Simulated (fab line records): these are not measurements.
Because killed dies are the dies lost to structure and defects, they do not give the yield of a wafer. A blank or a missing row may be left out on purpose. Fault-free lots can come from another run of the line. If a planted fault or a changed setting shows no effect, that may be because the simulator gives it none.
fab line records	flow sky130
record lots=5	wafers=23
route steps=708 shown FIELD_ISO@2 PWDE@53 NWELL@58 VT_ADJUST_HVTP@94 VT_ADJUST_NCORE@121 VT_ADJUST_HVTR@133 VT_ADJUST_PCH@145
start-h: hours from the record's first day to the start of the lot's first wafer shown	wait-h: hours since the lot's step before	" unchanged from the row above	L1.1+2: a row that stands for several wafers	- either no value or no given start	* or withheld: withheld	< > ~ a bound
route shown NAME@n: names a module that has steps shown in the file, with the first one's number in the route	usual: mean/standard deviation of fault-free wafers	same: alike in all rows	chamber/n: place in a boat	sites: per-site readings	_std_site: standard deviation across them	_edge_site: the outer-site mean with the inner-site mean subtracted	radius-mm: how far each site lies from the wafer's centre	mask NAME#n: copy n	behind: the last tool/chamber to shape the wafer	hold: reason for holding the lot/hours on hold/outcome of the hold	device: names the non-switching transistor (n, p or np)	end of line: tests run on the same wafers once the route is complete	a step without rows: its recipe alone	killed: the dies lost at the first sort to structure and to defects; this is not the yield of the wafer	map: a wafer's dies, marking killed ones x, the rest . and places with no die _
set.NAME: the setting the step ran with; set.NAME@STEP: the setting that earlier step ran with	model.NAME: the simulator's own value behind a step, which no gauge read
lots where settings were altered on purpose, with a table for each step and a row for each wafer
## steps
# step SKY_FIELD_ISO_OXIDATION_01
# recipe temp-c=900	ambient=O2	stabilise-s=600	purge-s=300	target-thk-a=120	ox-time-s=1843
lot.wafer	tool	chamber	start-h	wait-h	set.temp-c	model.SiO2_of_FIELD_ISO_OXIDATION_01.thk-nm
L075.1	-	-	-	4.2	884.1	9.965
L075.2	"	-	"	"	884.1	9.663
L075.3	"	-	"	"	884.1	9.737
L075.4	"	-	"	"	884.1	9.656
L075.6	"	-	"	"	884.1	9.616
L078.1	-	-	-	6.3	913	13.14
L078.2	"	-	"	"	913	13.41
L078.3	"	-	"	"	913	13.32
L078.4	"	-	"	"	913	13.39
L078.6	"	-	"	"	913	13.27
L079.2	-	-	-	1.3	876.2	8.791
L079.3	"	-	"	"	876.2	8.788
L079.4	"	-	"	"	876.2	8.691
L079.5	"	-	"	"	876.2	8.64
L079.6	"	-	"	"	876.2	8.579
L080.1	furnace-01	0	44.45	4.4	900	11.43
L080.5	"	0	"	"	900	11.59
L080.6	"	0	"	"	900	11.33
L081.1	-	-	-	6.4	880	9.443
L081.2	"	-	"	"	880	9.473
L081.4	"	-	"	"	880	9.693
L081.5	"	-	"	"	880	9.371
L081.6	"	-	"	"	880	9.365
# step SKY_FIELD_ISO_THK_MEAS_02
# recipe reads=SiO2_of_FIELD_ISO_OXIDATION_01
# usual FIELD_ISO_OXIDATION_00_THK=11.65/0.18
lot.wafer	tool	chamber	start-h	wait-h	set.temp-c@FIELD_ISO_OXIDATION_01	FIELD_ISO_OXIDATION_00_THK[nm]
L075.1	film-metro-01	-	-	-	884.1	9.90
L075.2	"	-	"	"	884.1	9.65
L075.3	"	-	"	"	884.1	9.74
L075.4	"	-	"	"	884.1	9.63
L075.6	"	-	"	"	884.1	9.55
L078.1	film-metro-03	-	-	-	913	13.15
L078.2	"	-	"	"	913	13.44
L078.3	"	-	"	"	913	13.35
L078.4	"	-	"	"	913	13.35
L078.6	"	-	"	"	913	13.26
L079.2	film-metro-04	-	-	-	876.2	8.80
L079.3	"	-	"	"	876.2	8.84
L079.4	"	-	"	"	876.2	8.73
L079.5	"	-	"	"	876.2	8.63
L079.6	"	-	"	"	876.2	8.54
L080.1	film-metro-03	-	45.96	0.0	900	11.48
L080.5	"	-	"	"	900	11.59
L080.6	"	-	"	"	900	11.31
L081.1	film-metro-01	-	-	-	880	9.37
L081.2	"	-	"	"	880	9.47
L081.4	"	-	"	"	880	9.70
L081.5	"	-	"	"	880	9.40
L081.6	"	-	"	"	880	9.35
# step SKY_FIELD_ISO_ETCH_14
# recipe chemistry=N2/H2	target=BARC	ion-energy-ev=200	source-w=500	bias-w=100	pressure-mtorr=30	n2-flow-sccm=100	h2-flow-sccm=200	stop-on=SiO2	time-s=45.9	target-depth-a=600
lot.wafer	tool	chamber	start-h	wait-h	set.time-s	model.KrF-thick_of_FIELD_ISO_COAT_08.thk-nm
L075.1	rie-diel-03	3	36.93	0.1	45.9	392
L075.2	"	1	"	"	41.43	396.2
L075.3	"	2	"	"	41.43	396.4
L075.4	"	0	"	"	45.9	391.4
L075.6	"	1	"	"	45.9	392.1
L078.1	rie-diel-02	3	56.08	0.1	49.84	387.5
L078.2	"	2	"	"	45.9	391
L078.3	"	0	"	"	45.9	391.9
L078.4	"	1	"	"	49.84	386.5
L078.6	"	2	"	"	49.84	387.2
L079.2	rie-diel-03	0	56.30	0.1	47.76	389.6
L079.3	"	3	"	"	47.76	390.4
L079.4	"	1	"	"	45.9	392.2
L079.5	"	3	"	"	45.9	393.6
L079.6	"	0	"	"	47.76	390.3
L080.1	rie-diel-03	2	63.20	0.1	45.9	391.1
L080.5	"	1	"	"	45.9	391.5
L080.6	"	0	"	"	45.9	390.4
L081.1	rie-diel-02	3	69.21	0.1	45.9	393.8
L081.2	"	2	"	"	45.9	391.6
L081.4	"	0	"	"	50.23	387.9
L081.5	"	0	"	"	50.23	388.1
L081.6	"	1	"	"	50.23	388.6
# step SKY_PWDE_IMPLANT_08
# recipe species=B	energy-kev=150	dose-cm2=3.6e+12	tilt-deg=withheld
lot.wafer	tool	chamber	start-h	wait-h	set.energy-kev	model.implant.rp-nm	model.implant.drp-nm
L075.1+6	implanter-03	0	89.47	0.0	150	440.7	97.97
L075.2+3+4	"	0	"	"	141.5	421.1	95.86
L078.1+4	implanter-04	0	105.18	0.0	150	428.1	97.97
L078.2+3+6	"	0	"	"	143.5	413.6	96.36
L079.2+3+4+5+6	implanter-02	0	105.60	0.0	150	428.6	97.97
L080.1+5+6	implanter-04	0	110.07	0.0	150	425.4	97.97
L081.1+4	implanter-02	0	112.03	0.0	150	441.7	97.97
L081.2+5+6	"	0	"	"	153.5	449.8	98.9
# step SKY_NWELL_COAT_05
# recipe spin-rpm=2000	resist-thk-nm=3000
lot.wafer	tool	chamber	start-h	wait-h	set.resist-thk-nm	model.coat_of_NWELL_COAT_05.thk-nm
L075.1	litho-track-03	0	97.63	0.1	3000	2982
L075.2	"	0	"	"	3000	2987
L075.3	"	0	"	"	2883	2873
L075.4	"	0	"	"	2883	2872
L075.6	"	0	"	"	2883	2866
L078.1	litho-track-04	0	114.41	0.1	3000	2994
L078.2	"	0	"	"	3093	3081
L078.3	"	0	"	"	3000	2988
L078.4	"	0	"	"	3000	2995
L078.6	"	0	"	"	3093	3086
L079.2	litho-track-02	0	114.56	0.1	3077	3070
L079.3	"	0	"	"	3000	3004
L079.4	"	0	"	"	3000	3000
L079.5	"	0	"	"	3077	3078
L079.6	"	0	"	"	3000	3003
L080.1	litho-track-04	0	119.86	0.1	3000	3008
L080.5	"	0	"	"	3000	3021
L080.6	"	0	"	"	3000	2997
L081.1	litho-track-04	0	121.51	0.1	3000	3002
L081.2	"	0	"	"	3000	3008
L081.4	"	0	"	"	2907	2905
L081.5	"	0	"	"	3000	3000
L081.6	"	0	"	"	2907	2904
# step SKY_NWELL_IMPLANT_11
# recipe species=P	energy-kev=400	dose-cm2=1.9e+13	tilt-deg=withheld
lot.wafer	tool	chamber	start-h	wait-h	set.energy-kev	model.implant.rp-nm	model.implant.drp-nm
L075.1+4+6	implanter-04	0	106.96	0.0	400	494.3	116.9
L075.2+3	"	0	"	"	377.4	469.2	113.3
L078.1+6	implanter-01	0	124.49	0.0	415.8	509	119.2
L078.2+3+4	"	0	"	"	400	491.5	116.9
L079.2+3+4+5+6	implanter-02	0	124.87	0.0	400	500.6	116.9
L080.1+5+6	implanter-04	0	128.92	0.0	400	518	116.9
L081.1+2+4	implanter-02	0	130.31	0.0	381.9	493.1	114
L081.5+6	"	0	"	"	400	514	116.9
# step SKY_NWELL_IMPLANT_12
# recipe species=P	energy-kev=120	dose-cm2=1.3e+12	tilt-deg=withheld
# step SKY_NWELL_IMPLANT_13
# recipe species=P	energy-kev=50	dose-cm2=7e+11	tilt-deg=withheld
# step SKY_NWELL_STRIP_14
# recipe chemistry=O2/N2	power-w=1400	pressure-mtorr=1500	platen-temp-c=withheld	o2-flow-sccm=3000	n2-flow-sccm=300	overash-fraction=0.5
# usual strip-time-to-endpoint-s=36.88/0.12
lot.wafer	tool	chamber	start-h	wait-h	set.resist-thk-nm@NWELL_COAT_05	strip-time-to-endpoint-s
L075.1	plasma-asher-04	0	107.41	0.1	3000	36.70
L075.2	"	1	"	"	3000	36.76
L075.3	"	0	"	"	2883	35.44
L075.4	"	1	"	"	2883	35.43
L075.6	"	1	"	"	2883	35.35
L078.1	plasma-asher-03	1	124.94	0.1	3000	36.83
L078.2	"	0	"	"	3093	37.84
L078.3	"	0	"	"	3000	36.77
L078.4	"	1	"	"	3000	36.86
L078.6	"	1	"	"	3093	37.89
L079.2	plasma-asher-02	1	125.29	0.1	3077	37.69
L079.3	"	1	"	"	3000	36.95
L079.4	"	0	"	"	3000	36.90
L079.5	"	0	"	"	3077	37.78
L079.6	"	1	"	"	3000	36.95
L080.1	plasma-asher-04	1	129.37	0.1	3000	37.00
L080.5	"	0	"	"	3000	37.16
L080.6	"	1	"	"	3000	36.87
L081.1	plasma-asher-03	1	130.76	0.1	3000	36.93
L081.2	"	0	"	"	3000	37.01
L081.4	"	1	"	"	2907	35.84
L081.5	"	0	"	"	3000	36.93
L081.6	"	1	"	"	2907	35.81
# step SKY_NWELL_IMPLANT_24
# recipe species=B	energy-kev=140	dose-cm2=9.2e+12	tilt-deg=withheld
lot.wafer	tool	chamber	start-h	wait-h	set.dose-cm2
L075.1+2+3+4+6	implanter-01	0	126.12	0.0	9.2e+12
L078.1+2+3	implanter-01	0	143.44	0.0	9.2e+12
L078.4+6	"	0	"	"	9.758e+12
L079.2+3+5	implanter-04	0	143.82	0.0	9.586e+12
L079.4+6	"	0	"	"	9.2e+12
L080.1+5+6	implanter-04	0	148.57	0.0	9.2e+12
L081.1+4+6	implanter-01	0	149.41	0.0	9.89e+12
L081.2+5	"	0	"	"	9.2e+12
# step SKY_NWELL_STRIP_25
# recipe chemistry=O2/N2	power-w=1400	pressure-mtorr=1500	platen-temp-c=withheld	o2-flow-sccm=3000	n2-flow-sccm=300	overash-fraction=0.5
# step SKY_NWELL_CLEAN_27
# recipe chemistry=SC1/SC2	mix=1:4:20	temp-c=70	time-s=150	dry=n2-spin
# step SKY_NWELL_RTA_28
# recipe temp-c=1050	time-s=30	idle-temp-c=650	ramp-up-c-per-s=150	ramp-down-c-per-s=90	ambient=N2
# step SKY_NWELL_RS_MEAS_29
# recipe thk-meas-gauge=four-point-probe
# usual NWELL_RS=624.9/1.4
lot.wafer	tool	chamber	start-h	wait-h	set.energy-kev@NWELL_IMPLANT_11	NWELL_RS[ohm/sq]
L075.1	film-metro-04	-	126.58	0.1	400	623.4
L075.2	"	-	"	"	377.4	632.2
L075.3	"	-	"	"	377.4	633.9
L075.4	"	-	"	"	400	623.3
L075.6	"	-	"	"	400	623.2
L078.1	film-metro-01	-	143.96	0.1	415.8	618.8
L078.2	"	-	"	"	400	624.6
L078.3	"	-	"	"	400	621.6
L078.4	"	-	"	"	400	622.4
L078.6	"	-	"	"	415.8	617.7
L079.2	film-metro-04	-	144.27	0.1	400	625.7
L079.3	"	-	"	"	400	623.3
L079.4	"	-	"	"	400	626.0
L079.5	"	-	"	"	400	624.9
L079.6	"	-	"	"	400	624.6
L080.1	film-metro-02	-	149.03	0.1	400	625.3
L080.5	"	-	"	"	400	624.3
L080.6	"	-	"	"	400	623.4
L081.1	film-metro-01	-	149.88	0.1	381.9	632.1
L081.2	"	-	"	"	381.9	630.3
L081.4	"	-	"	"	381.9	630.7
L081.5	"	-	"	"	400	624.7
L081.6	"	-	"	"	400	621.8
# step SKY_VT_ADJUST_HVTP_IMPLANT_09
# recipe species=As	energy-kev=150	dose-cm2=4.3e+12	tilt-deg=withheld
lot.wafer	tool	chamber	start-h	wait-h	set.energy-kev	model.implant.rp-nm	model.implant.drp-nm
L075.1+2+3+4+6	implanter-01	0	145.66	0.1	150	86.19	33.4
L078.1+3+6	implanter-01	0	163.06	0.0	150	83.66	33.4
L078.2+4	"	0	"	"	147	82.05	32.86
L079.2+5+6	implanter-02	0	163.71	0.0	150	85.32	33.4
L079.3+4	"	0	"	"	158.6	89.92	34.99
L080.1+5+6	implanter-03	0	168.56	0.0	150	83.75	33.4
L081.1+2+6	implanter-02	0	169.23	0.0	150	83.78	33.4
L081.4+5	"	0	"	"	152.9	85.31	33.93
# step SKY_VT_ADJUST_HVTP_STRIP_10
# recipe chemistry=O2/N2	power-w=1400	pressure-mtorr=1500	platen-temp-c=withheld	o2-flow-sccm=3000	n2-flow-sccm=300	overash-fraction=0.5
# step SKY_VT_ADJUST_HVTP_TW_MEAS_11
# usual VT_ADJUST_HVTP_TW=1353/10
lot.wafer	tool	chamber	start-h	wait-h	set.energy-kev@VT_ADJUST_HVTP_IMPLANT_09	VT_ADJUST_HVTP_TW
L075.1	film-metro-04	-	145.91	0.1	150	1348
L075.2	"	-	"	"	150	1348
L075.3	"	-	"	"	150	1352
L075.4	"	-	"	"	150	1348
L075.6	"	-	"	"	150	1342
L078.1	film-metro-04	-	163.31	0.1	150	1347
L078.2	"	-	"	"	147	1333
L078.3	"	-	"	"	150	1351
L078.4	"	-	"	"	147	1335
L078.6	"	-	"	"	150	1351
L079.2	film-metro-04	-	163.94	0.1	150	1351
L079.3	"	-	"	"	158.6	1369
L079.4	"	-	"	"	158.6	1366
L079.5	"	-	"	"	150	1341
L079.6	"	-	"	"	150	1347
L080.1	film-metro-02	-	168.81	0.1	150	1350
L080.5	"	-	"	"	150	1350
L080.6	"	-	"	"	150	1357
L081.1	film-metro-02	-	169.48	0.1	150	1348
L081.2	"	-	"	"	150	1348
L081.4	"	-	"	"	152.9	1354
L081.5	"	-	"	"	152.9	1360
L081.6	"	-	"	"	150	1351
# step SKY_VT_ADJUST_NCORE_COAT_02
# recipe resist=NOVOLAK	spin-rpm=3000	resist-thk-nm=1140
lot.wafer	tool	chamber	start-h	wait-h	set.spin-rpm	model.NOVOLAK_of_VT_ADJUST_NCORE_COAT_02.thk-nm
L075.1	litho-track-02	0	195.88	0.1	2797	1183
L075.2	"	0	"	"	2797	1185
L075.3	"	0	"	"	3000	1141
L075.4	"	0	"	"	3000	1143
L075.6	"	0	"	"	2797	1181
L078.1	litho-track-01	0	215.04	0.1	3179	1114
L078.2+6	"	0	"	"	3179	1117
L078.3	"	0	"	"	3000	1150
L078.4	"	0	"	"	3000	1148
L079.2	litho-track-01	0	216.46	0.1	2795	1177
L079.3+6	"	0	"	"	3000	1139
L079.4	"	0	"	"	2795	1183
L079.5	"	0	"	"	2795	1178
L080.1	litho-track-01	0	220.64	0.1	3000	1137
L080.5	"	0	"	"	3000	1135
L080.6	"	0	"	"	3000	1136
L081.1	litho-track-03	0	223.18	0.1	3000	1141
L081.2+5	"	0	"	"	3000	1138
L081.4	"	0	"	"	3000	1142
L081.6	"	0	"	"	3000	1139
# step SKY_VT_ADJUST_NCORE_SOFTBAKE_03
# recipe temp-c=90	time-s=60	resist=NOVOLAK
# step SKY_VT_ADJUST_NCORE_EXPOSE_04
# recipe mask-id=LVTN_COMPLEMENT_THIN	na=0.6	source-shape=conventional	sigma-outer=0.6	polarization=unpolarized	target-cd-nm=380	dose-mj=139
# step SKY_VT_ADJUST_NCORE_IMPLANT_09
# recipe species=B	energy-kev=10	dose-cm2=2.4e+12	tilt-deg=withheld
# step SKY_VT_ADJUST_NCORE_STRIP_10
# recipe chemistry=O2/N2	power-w=1400	pressure-mtorr=1500	platen-temp-c=withheld	o2-flow-sccm=3000	n2-flow-sccm=300	overash-fraction=0.5
# usual strip-time-to-endpoint-s=14.19/0.046
lot.wafer	tool	chamber	start-h	wait-h	set.spin-rpm@VT_ADJUST_NCORE_COAT_02	strip-time-to-endpoint-s
L075.1	plasma-asher-01	1	207.08	0.1	2797	14.63
L075.2	"	0	"	"	2797	14.69
L075.3	"	0	"	"	3000	14.19
L075.4	"	1	"	"	3000	14.20
L075.6	"	0	"	"	2797	14.63
L078.1	plasma-asher-03	1	226.98	0.1	3179	13.87
L078.2	"	0	"	"	3179	13.91
L078.3	"	1	"	"	3000	14.30
L078.4	"	0	"	"	3000	14.26
L078.6	"	0	"	"	3179	13.90
L079.2	plasma-asher-03	1	227.98	0.1	2795	14.58
L079.3	"	0	"	"	3000	14.18
L079.4	"	1	"	"	2795	14.64
L079.5	"	1	"	"	2795	14.59
L079.6	"	0	"	"	3000	14.17
L080.1	plasma-asher-04	0	232.59	0.1	3000	14.14
L080.5	"	1	"	"	3000	14.13
L080.6	"	0	"	"	3000	14.14
L081.1	plasma-asher-01	0	234.14	0.1	3000	14.20
L081.2	"	1	"	"	3000	14.16
L081.4	"	1	"	"	3000	14.21
L081.5	"	0	"	"	3000	14.15
L081.6	"	1	"	"	3000	14.16
# step SKY_VT_ADJUST_HVTR_COAT_02
# recipe resist=NOVOLAK	spin-rpm=3000	resist-thk-nm=1140
lot.wafer	tool	chamber	start-h	wait-h	set.resist-thk-nm	model.NOVOLAK_of_VT_ADJUST_HVTR_COAT_02.thk-nm
L075.1+2	litho-track-04	0	218.16	0.1	1104	1105
L075.3	"	0	"	"	1104	1102
L075.4	"	0	"	"	1140	1138
L075.6	"	0	"	"	1140	1139
L078.1+3	litho-track-03	0	238.18	0.1	1140	1135
L078.2	"	0	"	"	1091	1088
L078.4	"	0	"	"	1140	1140
L078.6	"	0	"	"	1091	1089
L079.2+6	litho-track-03	0	239.40	0.1	1140	1136
L079.3	"	0	"	"	1140	1134
L079.4	"	0	"	"	1195	1192
L079.5	"	0	"	"	1195	1195
L080.1	litho-track-04	0	243.96	0.1	1140	1139
L080.5	"	0	"	"	1140	1141
L080.6	"	0	"	"	1140	1142
L081.1	litho-track-03	0	245.88	0.1	1207	1202
L081.2+6	"	0	"	"	1140	1136
L081.4	"	0	"	"	1140	1140
L081.5	"	0	"	"	1207	1203
# step SKY_VT_ADJUST_HVTR_DEVELOP_06
# recipe develop-time-s=60	dev-temp-c=23
lot.wafer	tool	chamber	start-h	wait-h	set.develop-time-s
L075.1+4+6	litho-track-02	0	228.83	0.1	52.11
L075.2+3	"	0	"	"	60
L078.1+2+3+4+6	litho-track-02	0	249.78	0.1	60
L079.2+4	litho-track-02	0	251.36	0.1	55.01
L079.3+5+6	"	0	"	"	60
L080.1+5+6	litho-track-04	0	255.86	0.1	60
L081.1+4+6	litho-track-03	0	257.28	0.1	66.68
L081.2+5	"	0	"	"	60
# step SKY_VT_ADJUST_HVTR_CD_MEAS_07
# recipe target-cd-nm=380
# usual cd-nm=380.8/3
lot.wafer	tool	chamber	start-h	wait-h	set.resist-thk-nm@VT_ADJUST_HVTR_COAT_02	set.develop-time-s@VT_ADJUST_HVTR_DEVELOP_06	cd-nm
L075.1	cd-sem-01	-	228.98	0.1	1104	52.11	369.2
L075.2	"	-	"	"	1104	60	385.1
L075.3	"	-	"	"	1104	60	385.2
L075.4	"	-	"	"	1140	52.11	367.4
L075.6	"	-	"	"	1140	52.11	367.9
L078.1	cd-sem-01	-	249.93	0.1	1140	60	380.2
L078.2	"	-	"	"	1091	60	385.6
L078.3	"	-	"	"	1140	60	380.8
L078.4	"	-	"	"	1140	60	380.1
L078.6	"	-	"	"	1091	60	387.2
L079.2	cd-sem-01	-	251.50	0.1	1140	55.01	370.3
L079.3	"	-	"	"	1140	60	378.2
L079.4	"	-	"	"	1195	55.01	363.8
L079.5	"	-	"	"	1195	60	371.3
L079.6	"	-	"	"	1140	60	377.6
L080.1	cd-sem-02	-	256.01	0.1	1140	60	380.4
L080.5	"	-	"	"	1140	60	378.8
L080.6	"	-	"	"	1140	60	377.0
L081.1	cd-sem-01	-	257.43	0.1	1207	66.68	386.3
L081.2	"	-	"	"	1140	60	383.5
L081.4	"	-	"	"	1140	66.68	396.1
L081.5	"	-	"	"	1207	60	376.7
L081.6	"	-	"	"	1140	66.68	392.8
# step SKY_VT_ADJUST_HVTR_IMPLANT_09
# recipe species=B	energy-kev=10	dose-cm2=2.1e+12	tilt-deg=withheld
# step SKY_VT_ADJUST_HVTR_STRIP_10
# recipe chemistry=O2/N2	power-w=1400	pressure-mtorr=1500	platen-temp-c=withheld	o2-flow-sccm=3000	n2-flow-sccm=300	overash-fraction=0.5
# usual strip-time-to-endpoint-s=14.16/0.046
lot.wafer	tool	chamber	start-h	wait-h	set.resist-thk-nm@VT_ADJUST_HVTR_COAT_02	strip-time-to-endpoint-s
L075.1	plasma-asher-03	0	229.29	0.1	1104	13.77
L075.2	"	1	"	"	1104	13.75
L075.3	"	0	"	"	1104	13.73
L075.4	"	1	"	"	1140	14.14
L075.6	"	1	"	"	1140	14.17
L078.1	plasma-asher-02	1	250.24	0.1	1140	14.10
L078.2	"	0	"	"	1091	13.56
L078.3	"	0	"	"	1140	14.11
L078.4	"	1	"	"	1140	14.19
L078.6	"	1	"	"	1091	13.57
L079.2	plasma-asher-03	1	251.79	0.1	1140	14.12
L079.3	"	0	"	"	1140	14.10
L079.4	"	1	"	"	1195	14.74
L079.5	"	1	"	"	1195	14.79
L079.6	"	0	"	"	1140	14.16
L080.1	plasma-asher-02	1	256.31	0.1	1140	14.17
L080.5	"	1	"	"	1140	14.18
L080.6	"	0	"	"	1140	14.19
L081.1	plasma-asher-03	1	257.73	0.1	1207	14.89
L081.2	"	0	"	"	1140	14.12
L081.4	"	0	"	"	1140	14.18
L081.5	"	0	"	"	1207	14.87
L081.6	"	1	"	"	1140	14.13
# step SKY_VT_ADJUST_PCH_COAT_02
# recipe spin-rpm=2000	resist-thk-nm=3000
lot.wafer	tool	chamber	start-h	wait-h	set.resist-thk-nm	model.coat_of_VT_ADJUST_PCH_COAT_02.thk-nm
L075.1+4	litho-track-03	0	240.63	0.1	3101	3080
L075.2	"	0	"	"	3000	2982
L075.3	"	0	"	"	3000	2984
L075.6	"	0	"	"	3000	2985
L078.1	litho-track-04	0	262.16	0.1	3000	2990
L078.2	"	0	"	"	3000	2992
L078.3	"	0	"	"	3000	3001
L078.4	"	0	"	"	3000	3007
L078.6	"	0	"	"	3000	2998
L079.2	litho-track-01	0	263.46	0.1	3074	3088
L079.3	"	0	"	"	3000	3010
L079.4+6	"	0	"	"	3000	3004
L079.5	"	0	"	"	3074	3071
L080.1	litho-track-01	0	268.24	0.1	3000	3007
L080.5	"	0	"	"	3000	3015
L080.6	"	0	"	"	3000	3006
L081.1	litho-track-03	0	270.08	0.1	3000	2986
L081.2	"	0	"	"	3000	2981
L081.4	"	0	"	"	3000	2992
L081.5	"	0	"	"	3000	2990
L081.6	"	0	"	"	3000	2993
## key
split step=SKY_FIELD_ISO_OXIDATION_01	setting=temp-c	stated=900	by=lot
response step=SKY_FIELD_ISO_OXIDATION_01	reading=model.SiO2_of_FIELD_ISO_OXIDATION_01.thk-nm	change=+1.08	per=1%	r=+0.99
response step=SKY_FIELD_ISO_THK_MEAS_02	reading=FIELD_ISO_OXIDATION_00_THK	change=+1.09	per=1%	r=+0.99
split step=SKY_FIELD_ISO_ETCH_14	setting=time-s	stated=45.9	by=wafer
response step=SKY_FIELD_ISO_ETCH_14	reading=model.KrF-thick_of_FIELD_ISO_COAT_08.thk-nm	change=-0.488	per=1%	r=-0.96
split step=SKY_PWDE_IMPLANT_08	setting=energy-kev	stated=150	by=wafer
response step=SKY_PWDE_IMPLANT_08	reading=model.implant.rp-nm	change=+3.43	per=1%	r=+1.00
response step=SKY_PWDE_IMPLANT_08	reading=model.implant.drp-nm	change=+0.375	per=1%	r=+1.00
split step=SKY_NWELL_COAT_05	setting=resist-thk-nm	stated=3000	by=wafer
response step=SKY_NWELL_COAT_05	reading=model.coat_of_NWELL_COAT_05.thk-nm	change=+29.7	per=1%	r=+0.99
response step=SKY_NWELL_STRIP_14	reading=strip-time-to-endpoint-s	change=*	per=1%	r=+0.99
split step=SKY_NWELL_IMPLANT_11	setting=energy-kev	stated=400	by=wafer
response step=SKY_NWELL_IMPLANT_11	reading=model.implant.rp-nm	change=+4.49	per=1%	r=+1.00
response step=SKY_NWELL_IMPLANT_11	reading=model.implant.drp-nm	change=+0.632	per=1%	r=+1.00
response step=SKY_NWELL_RS_MEAS_29	reading=NWELL_RS	change=-1.6	per=1%	r=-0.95
split step=SKY_NWELL_IMPLANT_24	setting=dose-cm2	stated=9.2e+12	by=wafer
response none clear
split step=SKY_VT_ADJUST_HVTP_IMPLANT_09	setting=energy-kev	stated=150	by=wafer
response step=SKY_VT_ADJUST_HVTP_IMPLANT_09	reading=model.implant.rp-nm	change=+0.801	per=1%	r=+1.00
response step=SKY_VT_ADJUST_HVTP_IMPLANT_09	reading=model.implant.drp-nm	change=+0.276	per=1%	r=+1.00
response step=SKY_VT_ADJUST_HVTP_TW_MEAS_11	reading=VT_ADJUST_HVTP_TW	change=+4.2	per=1%	r=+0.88
split step=SKY_VT_ADJUST_NCORE_COAT_02	setting=spin-rpm	stated=3000	by=wafer
response step=SKY_VT_ADJUST_NCORE_COAT_02	reading=model.NOVOLAK_of_VT_ADJUST_NCORE_COAT_02.thk-nm	change=-5.86	per=1%	r=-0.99
response step=SKY_VT_ADJUST_NCORE_STRIP_10	reading=strip-time-to-endpoint-s	change=*	per=1%	r=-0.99
split step=SKY_VT_ADJUST_HVTR_COAT_02	setting=resist-thk-nm	stated=1140	by=wafer
response step=SKY_VT_ADJUST_HVTR_COAT_02	reading=model.NOVOLAK_of_VT_ADJUST_HVTR_COAT_02.thk-nm	change=+11.3	per=1%	r=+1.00
response step=SKY_VT_ADJUST_HVTR_STRIP_10	reading=strip-time-to-endpoint-s	change=*	per=1%	r=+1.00
response step=SKY_VT_ADJUST_HVTR_CD_MEAS_07	reading=cd-nm	slope=-1.29	per=1%	together-with=develop-time-s@VT_ADJUST_HVTR_DEVELOP_06	explained=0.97
split step=SKY_VT_ADJUST_HVTR_DEVELOP_06	setting=develop-time-s	stated=60	by=wafer
response step=SKY_VT_ADJUST_HVTR_CD_MEAS_07	reading=cd-nm	change=+1.16	per=1%	r=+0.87
split step=SKY_VT_ADJUST_PCH_COAT_02	setting=resist-thk-nm	stated=3000	by=wafer
response step=SKY_VT_ADJUST_PCH_COAT_02	reading=model.coat_of_VT_ADJUST_PCH_COAT_02.thk-nm	change=+29.1	per=1%	r=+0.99
